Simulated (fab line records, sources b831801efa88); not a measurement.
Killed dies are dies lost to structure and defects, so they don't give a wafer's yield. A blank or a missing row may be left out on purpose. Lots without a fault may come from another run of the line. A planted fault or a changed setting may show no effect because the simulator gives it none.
A struck lot beside a sound one | flow sky130 | 19 steps out of a route of 708
Sound: wafers L578.2, L578.4, L578.5. Struck: wafers L586.1, L586.5, L586.6. The cause comes at the end.
At each step with rows: each side's tool, then ch and its chambers, then its first start. Under that, the readings that differ: sound wafers | struck wafers | difference of the means | sigmas: that difference in standard deviations of wafers without a fault.
alike: readings whose means differ by less than 2 such deviations, and words and numbers that are the same on both sides. not compared: withheld readings, readings that some wafer has no value for, bounds like >300 that may hide the same value, and numbers for which the record gives no deviation and whose values overlap.
The two part at a step that has a row with sigmas, a row that says differs or no value, or rows on one side only. Numbers that don't overlap but have no deviation are shown without sigmas and don't part them. A reading that every wafer of one side lacks parts them only if that side has two wafers or more.

first, 4 steps without rows for these wafers: SKY_VT_ADJUST_LVTN_SOFTBAKE_14 (time 60 s); SKY_VT_ADJUST_LVTN_EXPOSE_15 (exposes mask HVN STD DERIVED, target cd 600 nm); SKY_VT_ADJUST_LVTN_PEB_16; SKY_VT_ADJUST_LVTN_DEVELOP_17 (develop time 60 s).
SKY_VT_ADJUST_LVTN_OVL_MEAS_18:
  sound on overlay-02, day 10 03:38; struck on overlay-01, day 12 04:12
  alike: VT_ADJUST_LVTN_01_OVL
then, 1 step without rows for these wafers: SKY_VT_ADJUST_LVTN_IMPLANT_19.
SKY_VT_ADJUST_LVTN_STRIP_20: strips in O2/N2.
  sound on plasma_asher-02 ch 0,1, day 10 03:49; struck on plasma_asher-04 ch 0,1, day 12 04:23
  alike: drypump_motor_current_A, oes_product_au, strip_time_to_endpoint_s
  not compared: rf_hours_counter_h
SKY_VT_ADJUST_LVTN_TW_MEAS_21:
  sound on film_metro-01, day 10 03:56; struck on film_metro-01, day 12 04:29
  alike: VT_ADJUST_LVTN_2_TW
then, 4 steps without rows for these wafers: SKY_VT_ADJUST_NCORE_DEHYDRATE_00 (time 60 s); SKY_VT_ADJUST_NCORE_HMDS_01 (prime time 60 s); SKY_VT_ADJUST_NCORE_COAT_02 (resist thk 1140 nm); SKY_VT_ADJUST_NCORE_SOFTBAKE_03 (time 60 s).
SKY_VT_ADJUST_NCORE_EXPOSE_04: exposes mask LVTN COMPLEMENT THIN, target cd 380 nm.
  sound on iline_stepper-02 ch 0, day 10 15:12; struck on iline_stepper-02 ch 0, day 12 16:56
  reading                                 | sound             | struck            | difference | sigmas
  model.VT_ADJUST_NCORE.overlay_x_nm (nm) | 2.646 2.646 2.646 | 153.4 153.4 153.4 | +150.8     |
  alike: mask, exposure_dose_mJ_cm2
then, 2 steps without rows for these wafers: SKY_VT_ADJUST_NCORE_PEB_05; SKY_VT_ADJUST_NCORE_DEVELOP_06 (develop time 60 s).
SKY_VT_ADJUST_NCORE_CD_MEAS_07: target cd 380 nm.
  sound on cd_sem-02, day 11 01:52; struck on cd_sem-01, day 13 05:13
  alike: cd_nm
SKY_VT_ADJUST_NCORE_OVL_MEAS_08:
  sound on overlay-02, day 11 01:58; struck on overlay-01, day 13 05:20
  reading                  | sound       | struck            | difference | sigmas
  VT_ADJUST_NCORE_OVL (nm) | 2.2 1.6 2.4 | 155.6 153.1 155.4 | +152.6     | +99 or more
then, 1 step without rows for these wafers: SKY_VT_ADJUST_NCORE_IMPLANT_09.
-- the record jumps here: 36 days lie between the struck wafers' starts before and after (it left off in module VT_ADJUST_NCORE and takes up again in module PAD_OPEN, whose first step shown is number 708 of the route) --
SKY_PAD_OPEN_PROBE_99:
  sound on prober-02, day 48 00:25; struck on prober-02, day 49 17:16
  reading                                   | sound                | struck               | difference | sigmas
  model.etest.sram_nfet_pass.off_log10_a_um | -12.43 -12.6 -12.34  | -12.28 -12.15 -12.04 | +0.30      |
  model.etest.sram_nfet_pass.vt_sat_v (V)   | 0.5485 0.557 0.5466  | 0.5256 0.5185 0.504  | -0.0347    |
  model.etest.sram_nfet_pass.vt_v (V)       | 0.6527 0.6545 0.6437 | 0.6423 0.631 0.6212  | -0.0188    |
  alike: killed_at_M0_to_M3, killed_at_M4_up, killed_at_contacts, killed_at_front_end, killed_at_other, killed_dies, killed_open, killed_short
  not compared: model.etest.sram_nfet_pass.drive_ua_um

WHERE THEY PART
Only at SKY_VT_ADJUST_NCORE_OVL_MEAS_08, within this record. Later steps at which nothing parts them and some readings are alike: SKY_PAD_OPEN_PROBE_99.

WHY: what the simulator had put in
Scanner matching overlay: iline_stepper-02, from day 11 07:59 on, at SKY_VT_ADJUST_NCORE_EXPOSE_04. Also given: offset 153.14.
